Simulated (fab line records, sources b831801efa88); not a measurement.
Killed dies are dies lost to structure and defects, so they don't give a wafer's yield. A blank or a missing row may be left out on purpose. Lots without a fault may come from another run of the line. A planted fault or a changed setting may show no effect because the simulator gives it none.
Chamber matching | flow gf180mcu | GF_M5_ETCH_09 on rie_diel-02: 4 sister chambers
The step etches Si3N4 in CF4/O2, target depth 52 nm, time 11.6 s. 4 wafers are shown with their chamber, then 7 later ones without.

WAFERS WITH THEIR CHAMBER
wafer  | chamber | drypump_motor_current_A (A)
L712.6 | 2       | 5.2
L713.6 | 0       | 5.6
L726.1 | 3       | 5.8
L726.2 | 1       | 6.0

WAFERS WITHOUT THEIR CHAMBER
wafer  | drypump_motor_current_A (A)
L726.5 | 5.2
L727.3 | 5.8
L727.5 | 5.8
L727.6 | 5.6
L728.2 | 6.1
L728.3 | 5.8
L728.5 | 6.1

WHICH CHAMBER EACH WENT THROUGH
wafer  | from the rows above | in truth
L726.5 | 2                   | 2
L727.3 | 3                   | 3
L727.5 | 3                   | 3
L727.6 | 0                   | 0
L728.2 | 1                   | 1
L728.3 | 3                   | 3
L728.5 | 1                   | 1
Placed correctly: 7 of 7. Can't be placed from these rows: 0. Placed wrongly: 0.
How it was worked out, from the rows above alone: a wafer's distance from a chamber is the root of the sum, over the readings, of the square of ((its reading less the chamber's mean) divided by the reading's scatter). The wafer belongs to the nearest chamber; if the next one is less than 2 further off, it can't be placed. A chamber's mean is the mean of its shown wafers. The scatter: with one shown wafer a chamber, the root of the mean of the squares of how far each hidden wafer lies from its nearest shown one.
